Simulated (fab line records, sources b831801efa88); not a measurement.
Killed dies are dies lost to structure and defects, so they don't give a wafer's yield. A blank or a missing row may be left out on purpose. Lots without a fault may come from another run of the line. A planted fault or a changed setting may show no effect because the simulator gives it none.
Chamber matching | flow sky130 | SKY_VIA1_CMP_24 on cmp-01: 4 sister chambers
The step polishes, stops on SiO2, t overpolish 15 s, target thk 0 nm. 8 wafers are shown with their chamber, then 8 later ones without.

WAFERS WITH THEIR CHAMBER
wafer  | chamber | motor_current_A (A) | time_to_endpoint_s (s)
L116.4 | 3       | 11.1                | 66.4
L116.6 | 2       | 10.1                | 63.6
L119.2 | 3       | 10.9                | 63.2
L119.5 | 1       | 9.3                 | 65.4
L121.1 | 1       | 9.8                 | 65.3
L121.2 | 0       | 12.4                | 63.4
L121.5 | 2       | 10.2                | 60.3
L122.1 | 0       | 12.1                | 61.7

WAFERS WITHOUT THEIR CHAMBER
wafer  | motor_current_A (A) | time_to_endpoint_s (s)
L122.5 | 11.3                | 68.1
L122.6 | 9.7                 | 66.5
L130.1 | 11.5                | 66.3
L130.2 | 10.7                | 66.4
L130.6 | 10.7                | 67.7
L132.3 | 11.1                | 66.7
L132.5 | 9.9                 | 67.4
L132.6 | 11.4                | 67.1

WHICH CHAMBER EACH WENT THROUGH
wafer  | from the rows above     | in truth
L122.5 | 3                       | 3
L122.6 | 1                       | 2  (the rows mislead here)
L130.1 | can't be placed: 3 or 0 | 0
L130.2 | can't be placed: 3 or 2 | 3
L130.6 | can't be placed: 3 or 2 | 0
L132.3 | 3                       | 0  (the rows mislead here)
L132.5 | can't be placed: 1 or 2 | 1
L132.6 | 3                       | 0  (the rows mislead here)
Placed correctly: 1 of 8. Can't be placed from these rows: 4 (the true chamber is among the candidates in 3). Placed wrongly: 3.
How it was worked out, from the rows above alone: a wafer's distance from a chamber is the root of the sum, over the readings, of the square of ((its reading less the chamber's mean) divided by the reading's scatter). The wafer belongs to the nearest chamber; if the next one is less than 2 further off, it can't be placed. A chamber's mean is the mean of its shown wafers. The scatter: the root of (the sum of the squares of (reading less its chamber's mean) over the shown wafers, divided by (wafers less chambers)).
